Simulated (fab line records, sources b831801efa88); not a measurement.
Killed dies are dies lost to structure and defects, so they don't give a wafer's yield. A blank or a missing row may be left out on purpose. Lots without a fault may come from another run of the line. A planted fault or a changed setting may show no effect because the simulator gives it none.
A struck lot beside a sound one | flow sky130 | 15 steps out of a route of 708
Sound: wafers L814.1, L814.4, L814.5. Struck: wafer L830.3. (L830.5 of the same lot was not struck and is left out.) The cause comes at the end.
At each step with rows: each side's tool, then ch and its chambers, then its first start. Under that, the readings that differ: sound wafers | struck wafers | difference of the means | sigmas: that difference in standard deviations of wafers without a fault.
alike: readings whose means differ by less than 2 such deviations, and words and numbers that are the same on both sides. not compared: withheld readings, readings that some wafer has no value for, bounds like >300 that may hide the same value, and numbers for which the record gives no deviation and whose values overlap.
The two part at a step that has a row with sigmas, a row that says differs or no value, or rows on one side only. Numbers that don't overlap but have no deviation are shown without sigmas and don't part them. A reading that every wafer of one side lacks parts them only if that side has two wafers or more.

first, 4 steps without rows for these wafers: SKY_SD_P_SOFTBAKE_03 (time 60 s); SKY_SD_P_EXPOSE_04 (exposes mask PSDM, target cd 380 nm); SKY_SD_P_PEB_05; SKY_SD_P_DEVELOP_06 (develop time 60 s).
SKY_SD_P_CD_MEAS_07: target cd 380 nm.
  sound on cd_sem-01, day 27 09:37; struck on cd_sem-01, day 33 02:04
  alike: cd_nm
SKY_SD_P_OVL_MEAS_08:
  sound on overlay-02, day 27 09:44; struck on overlay-01, day 33 02:09
  alike: SD_P_OVL
then, 1 step without rows for these wafers: SKY_SD_P_IMPLANT_09.
SKY_SD_P_STRIP_10: strips in O2/N2.
  sound on plasma_asher-04 ch 0,1, day 27 09:55; struck on plasma_asher-02 ch 1, day 33 02:22
  alike: drypump_motor_current_A, oes_product_au, strip_time_to_endpoint_s
  not compared: rf_hours_counter_h
SKY_SD_P_TW_MEAS_11:
  sound on film_metro-03, day 27 10:01; struck on film_metro-03, day 33 02:27
  alike: SD_P_TW
then, 3 steps without rows for these wafers: SKY_RES_XHIGH_DEHYDRATE_00 (time 60 s); SKY_RES_XHIGH_HMDS_01 (prime time 60 s); SKY_RES_XHIGH_COAT_02 (resist thk 1140 nm).
SKY_RES_XHIGH_SOFTBAKE_03: time 60 s.
  sound on litho_track-03 ch 0, day 28 00:25; struck on litho_track-02 ch 0, day 33 14:24
  reading          | sound             | struck | difference | sigmas
  run_length_s (s) | 88.87 88.74 88.62 | 102.82 | +14.08     | +64
then, 1 step without rows for these wafers: SKY_RES_XHIGH_EXPOSE_04 (exposes mask URPM, target cd 1270 nm).
-- the record jumps here: 17 days lie between the struck wafers' starts before and after (it left off in module RES_XHIGH and takes up again in module PAD_OPEN, whose first step shown is number 708 of the route) --
SKY_PAD_OPEN_PROBE_99:
  sound on prober-02, day 47 03:42; struck on prober-01, day 50 18:47
  alike: killed_at_M0_to_M3, killed_at_M4_up, killed_at_contacts, killed_at_front_end, killed_at_other, killed_dies, killed_open, killed_short

WHERE THEY PART
Only at SKY_RES_XHIGH_SOFTBAKE_03, within this record. Later steps at which nothing parts them and some readings are alike: SKY_PAD_OPEN_PROBE_99.

WHY: what the simulator had put in
Process parameter drift: litho_track-02, from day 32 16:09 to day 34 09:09, at SKY_RES_XHIGH_SOFTBAKE_03. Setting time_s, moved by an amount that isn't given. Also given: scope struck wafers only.
